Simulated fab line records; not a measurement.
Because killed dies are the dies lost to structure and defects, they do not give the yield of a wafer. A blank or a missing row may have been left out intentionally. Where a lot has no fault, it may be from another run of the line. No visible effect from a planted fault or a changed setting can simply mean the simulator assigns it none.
The tool behind it: which one? :: flow gf180mcu :: 13 lots with 39 wafers sampled at 3 steps, on a route of 602 steps

WHAT THE GAUGES READ, wafer by wafer
GF_V2_CD_MEAS_14: target cd 260 nm. Usual: cd_nm at 260.1 nm, with a standard deviation of 1.5.
lot: L859
measured: day 20 18:10
on: cd_sem-01
cd_nm (nm): 260.9 261.1 259.2
flag: 

lot: L861
measured: day 21 07:34
on: cd_sem-01
cd_nm (nm): 259.1 258.2 258.9
flag: 

lot: L863
measured: day 22 21:23
on: cd_sem-02
cd_nm (nm): 259.3 258.9 258.6
flag: 

lot: L865
measured: day 23 00:18
on: cd_sem-01
cd_nm (nm): 259.1 259.5 260.2
flag: 

lot: L866
measured: day 23 05:22
on: cd_sem-02
cd_nm (nm): 263.5 261.9 262.0
flag: 

lot: L867
measured: day 23 22:49
on: cd_sem-02
cd_nm (nm): 258.7 258.2 258.3
flag: 

lot: L868
measured: day 24 06:26
on: cd_sem-02
cd_nm (nm): 257.3 258.2 256.9
flag: 

lot: L869
measured: day 24 04:53
on: cd_sem-01
cd_nm (nm): 258.0 259.0 259.0
flag: 

lot: L870
measured: day 24 10:48
on: cd_sem-01
cd_nm (nm): 259.1 258.5 259.5
flag: 

lot: L872
measured: day 25 08:28
on: cd_sem-01
cd_nm (nm): 262.5 261.5 262.4
flag: 

lot: L880
measured: day 27 19:06
on: cd_sem-01
cd_nm (nm): 262.5 262.8 262.3
flag: 

lot: L879
measured: day 27 20:52
on: cd_sem-01
cd_nm (nm): 260.1 262.0 260.5
flag: 

lot: L881
measured: day 28 02:36
on: cd_sem-02
cd_nm (nm): 259.7 259.9 259.3
flag: 

EACH LOT AND THE TOOL THAT RAN IT (in order: tool; ch and the chambers of the sampled wafers; start)
lot: L859
GF_POLY_GATE_ETCH_13: rie_si-01 ch 0,2,3, day 9 20:05
GF_M2_SPUTTER_04: pvd_sputter-03, day 18 15:51

lot: L861
GF_POLY_GATE_ETCH_13: rie_si-02 ch 0,1,3, day 10 02:14
GF_M2_SPUTTER_04: pvd_sputter-02, day 19 04:52

lot: L863
GF_POLY_GATE_ETCH_13: rie_si-01 ch 0,1,2, day 11 07:53
GF_M2_SPUTTER_04: pvd_sputter-01, day 20 20:20

lot: L865
GF_POLY_GATE_ETCH_13: rie_si-02 ch 0,1,2, day 11 10:13
GF_M2_SPUTTER_04: pvd_sputter-02, day 21 00:07

lot: L866
GF_POLY_GATE_ETCH_13: rie_si-02 ch 1,2, day 11 15:52
GF_M2_SPUTTER_04: pvd_sputter-03, day 21 05:01

lot: L867
GF_POLY_GATE_ETCH_13: rie_si-01 ch 1,3, day 12 00:59
GF_M2_SPUTTER_04: pvd_sputter-03, day 22 00:28

lot: L868
GF_POLY_GATE_ETCH_13: rie_si-01 ch 1,2, day 12 07:08
GF_M2_SPUTTER_04: pvd_sputter-02, day 22 07:19

lot: L869
GF_POLY_GATE_ETCH_13: rie_si-01 ch 0,2,3, day 12 10:55
GF_M2_SPUTTER_04: pvd_sputter-03, day 22 06:37

lot: L870
GF_POLY_GATE_ETCH_13: rie_si-01 ch 1,2,3, day 12 15:25
GF_M2_SPUTTER_04: pvd_sputter-02, day 22 13:09

lot: L872
GF_POLY_GATE_ETCH_13: rie_si-02 ch 0,2,3, day 13 10:26
GF_M2_SPUTTER_04: pvd_sputter-02, day 23 11:58

lot: L880
GF_POLY_GATE_ETCH_13: rie_si-01 ch 1,2, day 15 21:14
GF_M2_SPUTTER_04: pvd_sputter-03, day 26 00:55

lot: L879
GF_POLY_GATE_ETCH_13: rie_si-02 ch 0,1,2, day 15 21:35
GF_M2_SPUTTER_04: pvd_sputter-01, day 26 02:38

lot: L881
GF_POLY_GATE_ETCH_13: rie_si-01 ch 1,2, day 16 08:11
GF_M2_SPUTTER_04: pvd_sputter-02, day 26 09:01
- GF_POLY_GATE_ETCH_13: etches poly-Si in HBr/Cl2, stops on SiO2, target depth 198.5 nm, time 69.6 s.
- GF_M2_SPUTTER_04: material TiN, target thk 50 nm, time 41.7 s.

AS READ BY THE TOOLS THEMSELVES (means over the sampled wafers that have a number; for cases with no such wafer, the mark the record gives instead)
GF_POLY_GATE_ETCH_13. Usual: bias_w 100.0 W, standard deviation 0.3; drypump_motor_current_A 5.7 A, standard deviation 0.47; mfc_cl2_sccm 49.98 sccm, standard deviation 0.16; oes_product_au 0.989 a.u., standard deviation 0.0085; throttle_valve_pct 33.684 %, standard deviation 0.0096.
lot: L859
tool: rie_si-01
bias_w (W): 100.1
drypump_motor_current_A (A): 5.9
mfc_cl2_sccm (sccm): 50.03
oes_product_au (a.u.): 0.989
throttle_valve_pct (%): 33.685
flag: 

lot: L861
tool: rie_si-02
bias_w (W): 100.1
drypump_motor_current_A (A): 5.5
mfc_cl2_sccm (sccm): 50.04
oes_product_au (a.u.): 0.986
throttle_valve_pct (%): 33.678
flag: 

lot: L863
tool: rie_si-01
bias_w (W): 99.9
drypump_motor_current_A (A): 6.2
mfc_cl2_sccm (sccm): 49.91
oes_product_au (a.u.): 0.982
throttle_valve_pct (%): 33.683
flag: 

lot: L865
tool: rie_si-02
bias_w (W): 100.0
drypump_motor_current_A (A): 5.3
mfc_cl2_sccm (sccm): 50.15
oes_product_au (a.u.): 0.985
throttle_valve_pct (%): 33.684
flag: 

lot: L866
tool: rie_si-02
bias_w (W): 99.8
drypump_motor_current_A (A): 5.2
mfc_cl2_sccm (sccm): 50.05
oes_product_au (a.u.): 0.985
throttle_valve_pct (%): 33.686
flag: 

lot: L867
tool: rie_si-01
bias_w (W): 100.0
drypump_motor_current_A (A): 5.4
mfc_cl2_sccm (sccm): 49.86
oes_product_au (a.u.): 0.989
throttle_valve_pct (%): 33.683
flag: 

lot: L868
tool: rie_si-01
bias_w (W): 100.3
drypump_motor_current_A (A): 6.1
mfc_cl2_sccm (sccm): 50.05
oes_product_au (a.u.): 0.994
throttle_valve_pct (%): 33.670
flag: 

lot: L869
tool: rie_si-01
bias_w (W): 100.2
drypump_motor_current_A (A): 5.9
mfc_cl2_sccm (sccm): 49.86
oes_product_au (a.u.): 0.995
throttle_valve_pct (%): 33.678
flag: 

lot: L870
tool: rie_si-01
bias_w (W): 96.3
drypump_motor_current_A (A): 5.8
mfc_cl2_sccm (sccm): 50.09
oes_product_au (a.u.): 0.987
throttle_valve_pct (%): 33.682
flag: OFF

lot: L872
tool: rie_si-02
bias_w (W): 100.2
drypump_motor_current_A (A): 5.7
mfc_cl2_sccm (sccm): 49.96
oes_product_au (a.u.): 0.991
throttle_valve_pct (%): 33.678
flag: 

lot: L880
tool: rie_si-01
bias_w (W): 100.2
drypump_motor_current_A (A): 6.1
mfc_cl2_sccm (sccm): 49.91
oes_product_au (a.u.): 0.985
throttle_valve_pct (%): 33.681
flag: 

lot: L879
tool: rie_si-02
bias_w (W): 100.1
drypump_motor_current_A (A): 5.4
mfc_cl2_sccm (sccm): 49.88
oes_product_au (a.u.): 0.989
throttle_valve_pct (%): 33.686
flag: 

lot: L881
tool: rie_si-01
bias_w (W): 99.9
drypump_motor_current_A (A): 6.1
mfc_cl2_sccm (sccm): 50.07
oes_product_au (a.u.): 0.989
throttle_valve_pct (%): 33.693
flag: 

GF_M2_SPUTTER_04. Usual: throttle_valve_pct at 30.2 %, with a standard deviation of 1.2.
lot: L859
tool: pvd_sputter-03
throttle_valve_pct (%): 31.9
flag: 

lot: L861
tool: pvd_sputter-02
throttle_valve_pct (%): 29.5
flag: 

lot: L863
tool: pvd_sputter-01
throttle_valve_pct (%): 29.6
flag: 

lot: L865
tool: pvd_sputter-02
throttle_valve_pct (%): 29.3
flag: 

lot: L866
tool: pvd_sputter-03
throttle_valve_pct (%): 31.7
flag: 

lot: L867
tool: pvd_sputter-03
throttle_valve_pct (%): 31.6
flag: 

lot: L868
tool: pvd_sputter-02
throttle_valve_pct (%): 29.2
flag: 

lot: L869
tool: pvd_sputter-03
throttle_valve_pct (%): 31.9
flag: 

lot: L870
tool: pvd_sputter-02
throttle_valve_pct (%): 29.7
flag: 

lot: L872
tool: pvd_sputter-02
throttle_valve_pct (%): 29.9
flag: 

lot: L880
tool: pvd_sputter-03
throttle_valve_pct (%): 31.0
flag: 

lot: L879
tool: pvd_sputter-01
throttle_valve_pct (%): 30.0
flag: 

lot: L881
tool: pvd_sputter-02
throttle_valve_pct (%): 30.4
flag: 

THE ANSWER, worked out from the rows above alone
Rule: a lot counts as off when the mean over its wafers that have a number is more than 3 standard deviations away from the usual mean. Also off: a lot with no number at a reading for which 4 or more lots have one. All remaining lots with rows at the step are treated as sound. The gauges are gone through in route order, then the tools' own readings, and for those a lot's mean is taken as printed above. The first step at which some lot is off is used, and at that step the reading that is off furthest; a lot without a number counts as furthest.
Off at GF_POLY_GATE_ETCH_13 (bias_w): L870.
If a tool, at that step or one of the process steps before it, ran each lot that is off and ran no sound lot following the first of them, it fits. No candidate that was tried fits.

WHAT THE SIMULATOR PUT IN
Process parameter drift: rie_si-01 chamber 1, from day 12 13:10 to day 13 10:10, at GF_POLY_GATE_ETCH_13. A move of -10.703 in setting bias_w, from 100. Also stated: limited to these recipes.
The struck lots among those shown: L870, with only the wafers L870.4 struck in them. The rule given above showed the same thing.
